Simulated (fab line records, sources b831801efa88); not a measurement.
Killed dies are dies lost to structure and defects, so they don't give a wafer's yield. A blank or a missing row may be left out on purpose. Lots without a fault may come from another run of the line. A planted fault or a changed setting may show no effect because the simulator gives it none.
Chamber matching | flow gf180mcu | GF_CONTACT_CVD_02 on pecvd-02: 3 sister chambers
The step deposits SiO2 from TEOS, target thk 860 nm, time 95.992 s. 3 wafers are shown with their chamber, then 9 later ones without.

WAFERS WITH THEIR CHAMBER
wafer  | chamber | heater_power_w (W)
L822.4 | 0       | 728
L823.3 | 1       | 632
L823.6 | 2       | 553

WAFERS WITHOUT THEIR CHAMBER
wafer  | heater_power_w (W)
L824.1 | 502
L824.4 | 621
L824.5 | 562
L832.2 | 725
L832.4 | 581
L832.5 | 562
L833.2 | 709
L833.3 | 793
L833.5 | 584

WHICH CHAMBER EACH WENT THROUGH
wafer  | from the rows above     | in truth
L824.1 | 2                       | 2
L824.4 | can't be placed: 1 or 2 | 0
L824.5 | can't be placed: 2 or 1 | 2
L832.2 | 0                       | 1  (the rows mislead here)
L832.4 | can't be placed: 2 or 1 | 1
L832.5 | can't be placed: 2 or 1 | 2
L833.2 | can't be placed: 0 or 1 | 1
L833.3 | 0                       | 0
L833.5 | can't be placed: 2 or 1 | 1
Placed correctly: 2 of 9. Can't be placed from these rows: 6 (the true chamber is among the candidates in 5). Placed wrongly: 1.
How it was worked out, from the rows above alone: a wafer's distance from a chamber is the root of the sum, over the readings, of the square of ((its reading less the chamber's mean) divided by the reading's scatter). The wafer belongs to the nearest chamber; if the next one is less than 2 further off, it can't be placed. A chamber's mean is the mean of its shown wafers. The scatter: with one shown wafer a chamber, the root of the mean of the squares of how far each hidden wafer lies from its nearest shown one.
